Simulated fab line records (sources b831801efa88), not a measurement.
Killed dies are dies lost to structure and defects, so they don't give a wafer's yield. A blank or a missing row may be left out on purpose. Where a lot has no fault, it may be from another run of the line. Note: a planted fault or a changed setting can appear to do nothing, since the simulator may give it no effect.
Which tool was responsible? || flow sky130 || Sampling: 13 lots, 39 wafers, 4 of 708 route steps

WHAT THE GAUGES READ, wafer by wafer
Not one reading of a measure or inspect step in the record can be checked against a usual standard deviation.

WHAT TOOL EACH LOT RAN ON (gives the tool, then ch and the chambers of the sampled wafers, and finally the start)
{"lot": "L651", "SKY_FIELD_ISO_ETCH_14": "rie-diel-03 ch 0,3, day 2 02:49", "SKY_PWDE_STRIP_09": "plasma-asher-03 ch 0,1, day 4 04:37", "SKY_NWELL_EXPOSE_20": "iline-stepper-02 ch 0, day 5 07:00", "SKY_VT_ADJUST_LVTN_STRIP_20": "plasma-asher-02 ch 0,1, day 8 04:15"}
{"lot": "L652", "SKY_FIELD_ISO_ETCH_14": "rie-diel-04 ch 0,2, day 2 11:37", "SKY_PWDE_STRIP_09": "plasma-asher-03 ch 0,1, day 4 12:20", "SKY_NWELL_EXPOSE_20": "iline-stepper-02 ch 0, day 5 16:38", "SKY_VT_ADJUST_LVTN_STRIP_20": "plasma-asher-02 ch 0, day 8 14:12"}
{"lot": "L653", "SKY_FIELD_ISO_ETCH_14": "rie-diel-01 ch 0,1,2, day 2 20:19", "SKY_PWDE_STRIP_09": "plasma-asher-01 ch 0,1, day 4 15:45", "SKY_NWELL_EXPOSE_20": "iline-stepper-02 ch 0, day 5 19:38", "SKY_VT_ADJUST_LVTN_STRIP_20": "plasma-asher-03 ch 0,1, day 8 15:45"}
{"lot": "L655", "SKY_FIELD_ISO_ETCH_14": "rie-diel-03 ch 0,2,3, day 3 05:05", "SKY_PWDE_STRIP_09": "plasma-asher-04 ch 0,1, day 4 22:53", "SKY_NWELL_EXPOSE_20": "iline-stepper-01 ch 0, day 6 02:16", "SKY_VT_ADJUST_LVTN_STRIP_20": "plasma-asher-02 ch 0, day 9 00:03"}
{"lot": "L660", "SKY_FIELD_ISO_ETCH_14": "rie-diel-04 ch 0,1,2, day 4 02:48", "SKY_PWDE_STRIP_09": "plasma-asher-03 ch 0,1, day 5 22:36", "SKY_NWELL_EXPOSE_20": "iline-stepper-01 ch 0, day 7 03:35", "SKY_VT_ADJUST_LVTN_STRIP_20": "plasma-asher-03 ch 0,1, day 10 04:45"}
{"lot": "L661", "SKY_FIELD_ISO_ETCH_14": "rie-diel-03 ch 0,3, day 4 10:17", "SKY_PWDE_STRIP_09": "plasma-asher-04 ch 0,1, day 6 06:35", "SKY_NWELL_EXPOSE_20": "iline-stepper-01 ch 0, day 7 12:44", "SKY_VT_ADJUST_LVTN_STRIP_20": "plasma-asher-02 ch 0,1, day 10 15:05"}
{"lot": "L662", "SKY_FIELD_ISO_ETCH_14": "rie-diel-04 ch 1,2,3, day 4 17:56", "SKY_PWDE_STRIP_09": "plasma-asher-01 ch 0,1, day 6 14:33", "SKY_NWELL_EXPOSE_20": "iline-stepper-01 ch 0, day 7 19:39", "SKY_VT_ADJUST_LVTN_STRIP_20": "plasma-asher-02 ch 0,1, day 10 21:32"}
{"lot": "L667", "SKY_FIELD_ISO_ETCH_14": "rie-diel-04 ch 0,1,2, day 5 15:56", "SKY_PWDE_STRIP_09": "plasma-asher-01 ch 1, day 7 13:36", "SKY_NWELL_EXPOSE_20": "iline-stepper-01 ch 0, day 8 20:50", "SKY_VT_ADJUST_LVTN_STRIP_20": "plasma-asher-03 ch 0, day 12 03:20"}
{"lot": "L668", "SKY_FIELD_ISO_ETCH_14": "rie-diel-01 ch 1,2, day 5 22:22", "SKY_PWDE_STRIP_09": "plasma-asher-01 ch 0,1, day 7 19:06", "SKY_NWELL_EXPOSE_20": "iline-stepper-01 ch 0, day 9 02:26", "SKY_VT_ADJUST_LVTN_STRIP_20": "plasma-asher-02 ch 0,1, day 12 08:00"}
{"lot": "L669", "SKY_FIELD_ISO_ETCH_14": "rie-diel-03 ch 0,1,2, day 6 01:54", "SKY_PWDE_STRIP_09": "plasma-asher-04 ch 0,1, day 8 01:21", "SKY_NWELL_EXPOSE_20": "iline-stepper-01 ch 0, day 9 09:01", "SKY_VT_ADJUST_LVTN_STRIP_20": "plasma-asher-03 ch 0,1, day 12 16:08"}
{"lot": "L670", "SKY_FIELD_ISO_ETCH_14": "rie-diel-01 ch 0,1,3, day 6 08:04", "SKY_PWDE_STRIP_09": "plasma-asher-03 ch 0,1, day 8 04:48", "SKY_NWELL_EXPOSE_20": "iline-stepper-02 ch 0, day 9 12:33", "SKY_VT_ADJUST_LVTN_STRIP_20": "plasma-asher-02 ch 0, day 12 19:24"}
{"lot": "L671", "SKY_FIELD_ISO_ETCH_14": "rie-diel-03 ch 0,1,2, day 6 12:20", "SKY_PWDE_STRIP_09": "plasma-asher-03 ch 0,1, day 8 16:45", "SKY_NWELL_EXPOSE_20": "iline-stepper-02 ch 0, day 9 23:45", "SKY_VT_ADJUST_LVTN_STRIP_20": "plasma-asher-01 ch 0,1, day 13 09:26"}
{"lot": "L673", "SKY_FIELD_ISO_ETCH_14": "rie-diel-04 ch 1,2, day 7 00:44", "SKY_PWDE_STRIP_09": "plasma-asher-01 ch 0,1, day 9 02:38", "SKY_NWELL_EXPOSE_20": "iline-stepper-01 ch 0, day 10 11:08", "SKY_VT_ADJUST_LVTN_STRIP_20": "plasma-asher-01 ch 0,1, day 13 22:29"}
- SKY_FIELD_ISO_ETCH_14: etches BARC in N2/H2, stops on SiO2, time 45.9 s, target depth 60 nm.
- SKY_PWDE_STRIP_09: strips in O2/N2.
- SKY_NWELL_EXPOSE_20: exposes mask NWM COMPLEMENT, target cd 840 nm.
- SKY_VT_ADJUST_LVTN_STRIP_20: strips in O2/N2.

AS READ BY THE TOOLS THEMSELVES (means over the sampled wafers that have a number; for cases with no such wafer, the mark the record gives instead)
SKY_FIELD_ISO_ETCH_14.
{"lot": "L651", "tool": "rie-diel-03", "drypump-motor-current-A (A)": 5.7, "oes-product-au (a.u.)": 0.851, "throttle-valve-pct (%)": 13.234}
{"lot": "L652", "tool": "rie-diel-04", "drypump-motor-current-A (A)": 6.1, "oes-product-au (a.u.)": 0.856, "throttle-valve-pct (%)": 13.219}
{"lot": "L653", "tool": "rie-diel-01", "drypump-motor-current-A (A)": 5.4, "oes-product-au (a.u.)": 0.860, "throttle-valve-pct (%)": 13.228}
{"lot": "L655", "tool": "rie-diel-03", "drypump-motor-current-A (A)": 5.7, "oes-product-au (a.u.)": 0.857, "throttle-valve-pct (%)": 13.235}
{"lot": "L660", "tool": "rie-diel-04", "drypump-motor-current-A (A)": 5.8, "oes-product-au (a.u.)": 0.854, "throttle-valve-pct (%)": 13.221}
{"lot": "L661", "tool": "rie-diel-03", "drypump-motor-current-A (A)": 5.6, "oes-product-au (a.u.)": 0.859, "throttle-valve-pct (%)": 13.227}
{"lot": "L662", "tool": "rie-diel-04", "drypump-motor-current-A (A)": 5.5, "oes-product-au (a.u.)": 0.857, "throttle-valve-pct (%)": 13.226}
{"lot": "L667", "tool": "rie-diel-04", "drypump-motor-current-A (A)": 5.8, "oes-product-au (a.u.)": 0.856, "throttle-valve-pct (%)": 13.222}
{"lot": "L668", "tool": "rie-diel-01", "drypump-motor-current-A (A)": 5.7, "oes-product-au (a.u.)": 0.849, "throttle-valve-pct (%)": 13.225}
{"lot": "L669", "tool": "rie-diel-03", "drypump-motor-current-A (A)": 5.6, "oes-product-au (a.u.)": 0.853, "throttle-valve-pct (%)": 13.225}
{"lot": "L670", "tool": "rie-diel-01", "drypump-motor-current-A (A)": 5.5, "oes-product-au (a.u.)": 0.855, "throttle-valve-pct (%)": 13.222}
{"lot": "L671", "tool": "rie-diel-03", "drypump-motor-current-A (A)": 5.5, "oes-product-au (a.u.)": 0.854, "throttle-valve-pct (%)": 13.227}
{"lot": "L673", "tool": "rie-diel-04", "drypump-motor-current-A (A)": 6.0, "oes-product-au (a.u.)": 0.859, "throttle-valve-pct (%)": 13.218}

SKY_PWDE_STRIP_09.
{"lot": "L651", "tool": "plasma-asher-03", "drypump-motor-current-A (A)": 6.1, "o2-flow-sccm (sccm)": 2998, "oes-product-au (a.u.)": 0.724, "strip-time-to-endpoint-s (s)": 36.87}
{"lot": "L652", "tool": "plasma-asher-03", "drypump-motor-current-A (A)": 6.2, "o2-flow-sccm (sccm)": 3008, "oes-product-au (a.u.)": 0.722, "strip-time-to-endpoint-s (s)": 37.01}
{"lot": "L653", "tool": "plasma-asher-01", "drypump-motor-current-A (A)": 6.0, "o2-flow-sccm (sccm)": 2994, "oes-product-au (a.u.)": 0.720, "strip-time-to-endpoint-s (s)": 36.94}
{"lot": "L655", "tool": "plasma-asher-04", "drypump-motor-current-A (A)": 5.8, "o2-flow-sccm (sccm)": 2995, "oes-product-au (a.u.)": 0.720, "strip-time-to-endpoint-s (s)": 36.86}
{"lot": "L660", "tool": "plasma-asher-03", "drypump-motor-current-A (A)": 6.2, "o2-flow-sccm (sccm)": 2992, "oes-product-au (a.u.)": 0.724, "strip-time-to-endpoint-s (s)": 36.92}
{"lot": "L661", "tool": "plasma-asher-04", "drypump-motor-current-A (A)": 5.8, "o2-flow-sccm (sccm)": 2987, "oes-product-au (a.u.)": 0.723, "strip-time-to-endpoint-s (s)": 37.11}
{"lot": "L662", "tool": "plasma-asher-01", "drypump-motor-current-A (A)": 6.3, "o2-flow-sccm (sccm)": 2996, "oes-product-au (a.u.)": 0.723, "strip-time-to-endpoint-s (s)": 36.81}
{"lot": "L667", "tool": "plasma-asher-01", "drypump-motor-current-A (A)": 6.7, "o2-flow-sccm (sccm)": 2983, "oes-product-au (a.u.)": 0.724, "strip-time-to-endpoint-s (s)": 36.96}
{"lot": "L668", "tool": "plasma-asher-01", "drypump-motor-current-A (A)": 6.0, "o2-flow-sccm (sccm)": 3006, "oes-product-au (a.u.)": 0.721, "strip-time-to-endpoint-s (s)": 36.91}
{"lot": "L669", "tool": "plasma-asher-04", "drypump-motor-current-A (A)": 5.8, "o2-flow-sccm (sccm)": 3006, "oes-product-au (a.u.)": 0.722, "strip-time-to-endpoint-s (s)": 37.05}
{"lot": "L670", "tool": "plasma-asher-03", "drypump-motor-current-A (A)": 6.1, "o2-flow-sccm (sccm)": 2995, "oes-product-au (a.u.)": 0.722, "strip-time-to-endpoint-s (s)": 37.09}
{"lot": "L671", "tool": "plasma-asher-03", "drypump-motor-current-A (A)": 6.1, "o2-flow-sccm (sccm)": 2990, "oes-product-au (a.u.)": 0.723, "strip-time-to-endpoint-s (s)": 37.01}
{"lot": "L673", "tool": "plasma-asher-01", "drypump-motor-current-A (A)": 6.3, "o2-flow-sccm (sccm)": 2998, "oes-product-au (a.u.)": 0.723, "strip-time-to-endpoint-s (s)": 36.99}

SKY_NWELL_EXPOSE_20.
{"lot": "L651", "tool": "iline-stepper-02", "focus-offset-nm (nm)": 1.0, "reticle-temp-C (C)": 23.10}
{"lot": "L652", "tool": "iline-stepper-02", "focus-offset-nm (nm)": 0.2, "reticle-temp-C (C)": 23.01}
{"lot": "L653", "tool": "iline-stepper-02", "focus-offset-nm (nm)": -0.8, "reticle-temp-C (C)": 23.02}
{"lot": "L655", "tool": "iline-stepper-01", "focus-offset-nm (nm)": 0.5, "reticle-temp-C (C)": 23.03}
{"lot": "L660", "tool": "iline-stepper-01", "focus-offset-nm (nm)": -0.3, "reticle-temp-C (C)": 23.07}
{"lot": "L661", "tool": "iline-stepper-01", "focus-offset-nm (nm)": -0.5, "reticle-temp-C (C)": 22.95}
{"lot": "L662", "tool": "iline-stepper-01", "focus-offset-nm (nm)": 0.4, "reticle-temp-C (C)": 23.10}
{"lot": "L667", "tool": "iline-stepper-01", "focus-offset-nm (nm)": 0.7, "reticle-temp-C (C)": 22.94}
{"lot": "L668", "tool": "iline-stepper-01", "focus-offset-nm (nm)": 0.1, "reticle-temp-C (C)": 22.95}
{"lot": "L669", "tool": "iline-stepper-01", "focus-offset-nm (nm)": -0.4, "reticle-temp-C (C)": 23.09}
{"lot": "L670", "tool": "iline-stepper-02", "focus-offset-nm (nm)": -0.7, "reticle-temp-C (C)": 23.00}
{"lot": "L671", "tool": "iline-stepper-02", "focus-offset-nm (nm)": -0.2, "reticle-temp-C (C)": 23.10}
{"lot": "L673", "tool": "iline-stepper-01", "focus-offset-nm (nm)": 0.9, "reticle-temp-C (C)": 23.06}

SKY_VT_ADJUST_LVTN_STRIP_20.
{"lot": "L651", "tool": "plasma-asher-02", "drypump-motor-current-A (A)": 5.7, "o2-flow-sccm (sccm)": 2999, "oes-product-au (a.u.)": 0.716, "strip-time-to-endpoint-s (s)": 14.18}
{"lot": "L652", "tool": "plasma-asher-02", "drypump-motor-current-A (A)": 6.0, "o2-flow-sccm (sccm)": 3005, "oes-product-au (a.u.)": 0.715, "strip-time-to-endpoint-s (s)": 14.16}
{"lot": "L653", "tool": "plasma-asher-03", "drypump-motor-current-A (A)": 6.2, "o2-flow-sccm (sccm)": 2996, "oes-product-au (a.u.)": 0.715, "strip-time-to-endpoint-s (s)": 14.14}
{"lot": "L655", "tool": "plasma-asher-02", "drypump-motor-current-A (A)": 6.0, "o2-flow-sccm (sccm)": 3001, "oes-product-au (a.u.)": 0.713, "strip-time-to-endpoint-s (s)": 14.19}
{"lot": "L660", "tool": "plasma-asher-03", "drypump-motor-current-A (A)": 6.2, "o2-flow-sccm (sccm)": 3001, "oes-product-au (a.u.)": 0.719, "strip-time-to-endpoint-s (s)": 14.09}
{"lot": "L661", "tool": "plasma-asher-02", "drypump-motor-current-A (A)": 5.3, "o2-flow-sccm (sccm)": 2994, "oes-product-au (a.u.)": 0.708, "strip-time-to-endpoint-s (s)": 14.19}
{"lot": "L662", "tool": "plasma-asher-02", "drypump-motor-current-A (A)": 5.3, "o2-flow-sccm (sccm)": 2992, "oes-product-au (a.u.)": 0.719, "strip-time-to-endpoint-s (s)": 14.21}
{"lot": "L667", "tool": "plasma-asher-03", "drypump-motor-current-A (A)": 6.4, "o2-flow-sccm (sccm)": 3000, "oes-product-au (a.u.)": 0.715, "strip-time-to-endpoint-s (s)": 14.24}
{"lot": "L668", "tool": "plasma-asher-02", "drypump-motor-current-A (A)": 5.3, "o2-flow-sccm (sccm)": 2995, "oes-product-au (a.u.)": 0.718, "strip-time-to-endpoint-s (s)": 14.21}
{"lot": "L669", "tool": "plasma-asher-03", "drypump-motor-current-A (A)": 6.2, "o2-flow-sccm (sccm)": 3007, "oes-product-au (a.u.)": 0.714, "strip-time-to-endpoint-s (s)": 14.18}
{"lot": "L670", "tool": "plasma-asher-02", "drypump-motor-current-A (A)": 6.0, "o2-flow-sccm (sccm)": 3003, "oes-product-au (a.u.)": 0.717, "strip-time-to-endpoint-s (s)": 14.14}
{"lot": "L671", "tool": "plasma-asher-01", "drypump-motor-current-A (A)": 5.9, "o2-flow-sccm (sccm)": 2999, "oes-product-au (a.u.)": 0.716, "strip-time-to-endpoint-s (s)": 14.20}
{"lot": "L673", "tool": "plasma-asher-01", "drypump-motor-current-A (A)": 6.0, "o2-flow-sccm (sccm)": 3010, "oes-product-au (a.u.)": 0.714, "strip-time-to-endpoint-s (s)": 14.21}

THE ANSWER, worked out from the rows above alone
Rule: the lots themselves supply what counts as usual. The widest of any qualifying gaps counts: lots, ordered by their means at a reading, are off when they make up no more than a third of the lots, leave a main group of 4 or more, and stand apart from it by 3 or more times the standard deviation of that group's means. Not used: any main group whose means are identical at the precision the tables above print for the reading. Also off: a lot with no number at a reading for which 4 or more lots have one. The other lots that the step has rows for count as sound. First the gauges in route order, then the tools' own readings, where a lot's mean is used as printed above. At the first step where some lot is off, the reading lying furthest off is the one used; lots without a number count as furthest.
Nothing can be told from this: no lot is off at any reading shown.

WHAT THE SIMULATOR HAD PUT IN
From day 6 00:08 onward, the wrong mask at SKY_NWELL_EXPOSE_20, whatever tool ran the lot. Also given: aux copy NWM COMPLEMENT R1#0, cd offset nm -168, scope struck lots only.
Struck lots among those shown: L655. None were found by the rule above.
